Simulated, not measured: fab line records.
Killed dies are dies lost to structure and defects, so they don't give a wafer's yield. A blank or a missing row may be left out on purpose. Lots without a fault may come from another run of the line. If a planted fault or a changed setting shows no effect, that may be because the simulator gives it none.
Chamber matching	flow gf180mcu	4 sister chambers for GF_STI_CMP_25 on cmp-02
The step polishes, stops on Si3N4, t overpolish 33 s, target thk 524.6 nm. 14 wafers are shown with their chamber, then 6 later ones without.

WAFERS WITH THEIR CHAMBER
wafer	chamber	motor-current-A (A)	slurry-flow-ml-min	time-to-endpoint-s (s)
L761.1	3	11.3	149.3	122
L761.3	2	11.4	150.3	124
L761.5	1	9.5	150.2	128
L770.4	0	12.9	150.6	124
L770.5	0	12.3	150.3	124
L774.1	0	12.1	150.8	118
L774.2	3	10.7	150.1	122
L774.3	1	9.6	150.2	118
L775.2	1	9.1	150.1	121
L775.5	3	10.3	150.5	122
L775.6	0	13.1	151.2	125
L776.2	1	9.5	149.7	114
L776.4	3	11.7	150.3	119
L776.6	2	11.1	149.8	114

SIGNATURES, as means of the wafers listed above
reading	chamber 0	chamber 1	chamber 2	chamber 3	scatter within a chamber
motor-current-A	12.600	9.425	11.250	11.000	0.451
slurry-flow-ml-min	150.725	150.050	150.050	150.050	0.394
time-to-endpoint-s	122.75	120.25	119.00	121.25	4.38
Rule: distance of a wafer from a chamber = root of the sum over the readings of ((wafer's reading minus chamber's mean) / reading's scatter) squared. If the next closest chamber is less than 2 further off than the closest, the wafer can't be placed; otherwise it belongs to the closest. How the scatter is found: for the shown wafers, subtract from each reading the mean of its chamber, square and add these, divide the total by (wafers less chambers), then take the root.

WAFERS WITHOUT THEIR CHAMBER
wafer	motor-current-A (A)	slurry-flow-ml-min	time-to-endpoint-s (s)
L777.4	12.4	150.1	122
L777.5	11.3	150.2	124
L777.6	9.5	149.8	122
L778.1	11.1	150.4	116
L778.3	10.4	149.7	117
L778.6	9.3	150.6	118

WHICH CHAMBER EACH WENT THROUGH
wafer	from the rows above	in truth
L777.4	can't be placed: 0 or 2 or 3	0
L777.5	can't be placed: 3 or 2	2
L777.6	1	1
L778.1	can't be placed: 2 or 3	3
L778.3	can't be placed: 3 or 2 or 1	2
L778.6	1	1
Placed correctly: 2 of 6. Unplaceable from these rows: 4, with the true chamber sitting among the candidates in 4. Wrongly placed: 0.
